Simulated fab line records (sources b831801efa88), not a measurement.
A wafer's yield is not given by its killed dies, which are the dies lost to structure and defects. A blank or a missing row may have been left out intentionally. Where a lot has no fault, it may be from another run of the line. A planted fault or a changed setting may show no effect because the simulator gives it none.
Commonality check across tools | flow sky130 | 13 lots and 39 wafers in the sample

== WHY IT WAS OPENED ==
At SKY_LDD_HVP_TW_MEAS_10 the reading LDD_HVP_TW is flagged on 2 of 13 lots. Fault-free wafers read 460.6, with a standard deviation of 1.8.
Rule: a lot is flagged when every wafer of it that has a number lies more than 4 standard deviations from that mean, or none has a number. The rest of the lots are taken to be sound.

lot  | measured     | on           | LDD_HVP_TW, wafer by wafer | flag
L745 | day 22 00:36 | filmMetro-02 | 459.3 458.6 461.9          | 
L746 | day 22 20:14 | filmMetro-03 | 457.8 462.0 459.1          | 
L748 | day 23 11:28 | filmMetro-02 | 462.7 458.9 459.4          | 
L749 | day 23 19:47 | filmMetro-03 | 460.7 459.3 459.8          | 
L752 | day 25 02:19 | filmMetro-01 | 495.0 491.6 494.6          | FLAGGED
L754 | day 25 03:35 | filmMetro-02 | 494.0 496.4 492.7          | FLAGGED
L755 | day 25 08:22 | filmMetro-02 | 460.6 464.3 460.2          | 
L760 | day 27 15:17 | filmMetro-03 | 461.8 459.9 464.1          | 
L762 | day 28 10:40 | filmMetro-01 | 462.0 461.7 461.6          | 
L763 | day 28 15:32 | filmMetro-01 | 460.6 459.7 461.9          | 
L764 | day 28 19:17 | filmMetro-02 | 462.7 463.0 464.1          | 
L766 | day 29 22:02 | filmMetro-01 | 460.7 459.3 459.5          | 
L767 | day 30 05:22 | filmMetro-02 | 460.0 462.8 460.8          | 
The numbers of the flagged lots are 494.1 on average: +33.4 against the usual, or +19 standard deviations.

== WHICH TOOL RAN EACH LOT ==
The record keeps 1 process step preceding the reading, out of 708 steps on the route. In each cell: the tool, then ch and the chambers that the sampled wafers went through, then the start.
lot  | flag    | SKY_LDD_HVP_IMPLANT_08
L745 |         | implanter-04 ch 0, day 22 00:23
L746 |         | implanter-04 ch 0, day 22 19:59
L748 |         | implanter-04 ch 0, day 23 11:14
L749 |         | implanter-01 ch 0, day 23 19:32
L752 | FLAGGED | implanter-04 ch 0, day 25 02:05
L754 | FLAGGED | implanter-04 ch 0, day 25 03:20
L755 |         | implanter-01 ch 0, day 25 08:07
L760 |         | implanter-02 ch 0, day 27 15:04
L762 |         | implanter-02 ch 0, day 28 10:25
L763 |         | implanter-01 ch 0, day 28 15:17
L764 |         | implanter-04 ch 0, day 28 19:02
L766 |         | implanter-04 ch 0, day 29 21:47
L767 |         | implanter-01 ch 0, day 30 05:07
What these steps do:
- SKY_LDD_HVP_IMPLANT_08
- SKY_LDD_HVP_TW_MEAS_10

== FLAGGED AGAINST TOTAL, ONE TOOL AT A TIME (gauges that did the reading follow at the end) ==
step                   | tool         | lots run | flagged | share of the flagged lots | sound lots run after its first flagged lot
SKY_LDD_HVP_IMPLANT_08 | implanter-01 | 4        | 0       | none                      | -
SKY_LDD_HVP_IMPLANT_08 | implanter-02 | 2        | 0       | none                      | -
SKY_LDD_HVP_IMPLANT_08 | implanter-04 | 7        | 2       | all                       | 2 (L764,L766)
SKY_LDD_HVP_TW_MEAS_10 | filmMetro-01 | 4        | 1       | some                      | 3 (L762,L763,L766)
SKY_LDD_HVP_TW_MEAS_10 | filmMetro-02 | 6        | 1       | some                      | 3 (L755,L764,L767)
SKY_LDD_HVP_TW_MEAS_10 | filmMetro-03 | 3        | 0       | none                      | -

== WHAT THE TABLE PERMITS ==
Rows of the table that ran each flagged lot: 1, that is implanter-04 at SKY_LDD_HVP_IMPLANT_08.
- implanter-04 at SKY_LDD_HVP_IMPLANT_08: 2 of its 7 lots flagged. Sound lots followed the first flagged one (L764, L766) on it, something a lasting fault affecting the whole tool could not allow. Its own readings lie more than 4 standard deviations out on every wafer of the flagged lots: beamOnS, endStationPressureTorr, faradayCurrentUA.
No row of the table ran every flagged lot and no sound lot after the first.

== WHAT THE SIMULATOR HAD PUT IN ==
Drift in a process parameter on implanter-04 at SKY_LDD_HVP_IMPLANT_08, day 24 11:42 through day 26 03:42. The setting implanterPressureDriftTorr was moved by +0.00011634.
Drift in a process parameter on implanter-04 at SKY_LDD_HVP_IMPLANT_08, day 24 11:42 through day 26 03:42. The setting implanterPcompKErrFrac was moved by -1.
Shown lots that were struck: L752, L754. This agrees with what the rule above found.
